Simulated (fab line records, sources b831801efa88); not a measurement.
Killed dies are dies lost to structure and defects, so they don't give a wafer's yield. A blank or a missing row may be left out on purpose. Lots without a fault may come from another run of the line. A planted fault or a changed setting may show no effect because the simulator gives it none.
A struck lot beside a sound one | flow sfq_line | 20 steps out of a route of 325
Sound: wafers L560.1, L560.2, L560.3. Struck: wafer L574.3. (L574.2, L574.4 of the same lot were not struck and are left out.) The cause comes at the end.
At each step with rows: each side's tool, then ch and its chambers, then its first start. Under that, the readings that differ: sound wafers | struck wafers | difference of the means | sigmas: that difference in standard deviations of wafers without a fault.
alike: readings whose means differ by less than 2 such deviations, and words and numbers that are the same on both sides. not compared: withheld readings, readings that some wafer has no value for, bounds like >300 that may hide the same value, and numbers for which the record gives no deviation and whose values overlap.
The two part at a step that has a row with sigmas, a row that says differs or no value, or rows on one side only. Numbers that don't overlap but have no deviation are shown without sigmas and don't part them. A reading that every wafer of one side lacks parts them only if that side has two wafers or more.

first, 2 steps without rows for these wafers: SFQ_TRILAYER_I6_VIA_LITHO_PEB_172 (peb time 60 s); SFQ_TRILAYER_I6_VIA_LITHO_DEVELOP_171 (time 60 s).
SFQ_I6_OVL_MEAS_942:
  sound on overlay-01, day 70 12:10; struck on overlay-01, day 74 04:24
  alike: I6_OVL
SFQ_TRILAYER_I6_VIA_BARC_OPEN_VIA_ETCH_235: etches BARC in O2, target depth 125 nm, time 41.7 s.
  sound on rie_diel-03 ch 0,1,2, day 70 12:12; struck on rie_diel-03 ch 0, day 74 04:26
  alike: drypump_motor_current_A, oes_product_au, rf_fwd_power_W
  not compared: rf_hours_counter_h
SFQ_TRILAYER_I6_VIA_ETCH_VIA_ETCH_172: etches SiO2 in CHF3, stops on Nb, target depth 260 nm.
  sound on rie_diel-03 ch 0,1,2, day 70 12:14; struck on rie_diel-03 ch 0, day 74 04:28
  alike: drypump_motor_current_A, oes_product_au, rf_fwd_power_W
SFQ_TRILAYER_I6_VIA_STRIP_STRIP_173: strips in O2.
  sound on rie_metal-02 ch 0,1, day 70 12:21; struck on rie_metal-02 ch 1, day 74 04:35
  alike: drypump_motor_current_A, oes_product_au
  not compared: rf_hours_counter_h
then, 2 steps without rows for these wafers: SFQ_TRILAYER_I6_VIA_STRIP_SOLV_CLEAN_174 (cleans in NMP, time 600 s); SFQ_TRILAYER_M7_DEP_PRE_CLEAN_176 (time 22.5 s).
SFQ_TRILAYER_M7_DEP_SPUTTER_175: material Nb, target thk 200 nm, time 133.3 s.
  sound on pvd_sputter-04, day 70 13:10; struck on pvd_sputter-06, day 74 05:34
  alike: chamber_pressure_pa, throttle_valve_pct
SFQ_M7_RS_MEAS_943: measures by four-point-probe.
  sound on film_metro-03, day 70 13:15; struck on film_metro-01, day 74 05:40
  alike: M7_NB_RS
then, 1 step without rows for these wafers: SFQ_TRILAYER_M7_LITHO_COAT_182 (resist thk 62 nm).
SFQ_TRILAYER_M7_LITHO_COAT_177: resist thk 600 nm.
  sound on litho_track-04 ch 0, day 70 13:44; struck on litho_track-04 ch 0, day 74 06:11
  reading                                             | sound           | struck | difference | sigmas
  model.KrF_of_TRILAYER_M7_LITHO_COAT_177.thk_nm (nm) | 600.3 601.2 602 | 580.2  | -21.0      |
then, 4 steps without rows for these wafers: SFQ_TRILAYER_M7_LITHO_SOFTBAKE_181; SFQ_TRILAYER_M7_LITHO_EXPOSE_178 (exposes mask M7, target cd 500 nm); SFQ_TRILAYER_M7_LITHO_PEB_180 (peb time 60 s); SFQ_TRILAYER_M7_LITHO_DEVELOP_179 (time 60 s).
SFQ_M7_OVL_MEAS_945:
  sound on overlay-02, day 71 19:00; struck on overlay-02, day 75 11:15
  reading     | sound  | struck | difference | sigmas
  M7_OVL (nm) | 9 6 10 | -7     | -15        | -2
then, 1 step without rows for these wafers: SFQ_TRILAYER_M7_BARC_OPEN_METAL_ETCH_229 (etches BARC in O2, target depth 125 nm, time 41.7 s).
SFQ_TRILAYER_M7_ETCH_METAL_ETCH_180: etches Nb in Cl2/Ar, stops on SiO2, target depth 240 nm, time 120 s.
  sound on rie_metal-01 ch 0,1, day 71 19:06; struck on rie_metal-02 ch 1, day 75 11:20
  reading                                             | sound             | struck | difference | sigmas
  model.KrF_of_TRILAYER_M7_LITHO_COAT_177.thk_nm (nm) | 381.1 385.5 386.5 | 362    | -22        |
  alike: drypump_motor_current_A, oes_product_au, rf_fwd_power_W
  not compared: rf_hours_counter_h
SFQ_TRILAYER_M7_STRIP_STRIP_181: strips in O2.
  sound on rie_metal-01 ch 0,1, day 71 19:13; struck on rie_metal-02 ch 1, day 75 11:28
  alike: drypump_motor_current_A, oes_product_au
  not compared: rf_hours_counter_h

WHERE THEY PART
Only at SFQ_M7_OVL_MEAS_945, within this record. Later steps at which nothing parts them and some readings are alike: SFQ_TRILAYER_M7_ETCH_METAL_ETCH_180, SFQ_TRILAYER_M7_STRIP_STRIP_181.

WHY: what the simulator had put in
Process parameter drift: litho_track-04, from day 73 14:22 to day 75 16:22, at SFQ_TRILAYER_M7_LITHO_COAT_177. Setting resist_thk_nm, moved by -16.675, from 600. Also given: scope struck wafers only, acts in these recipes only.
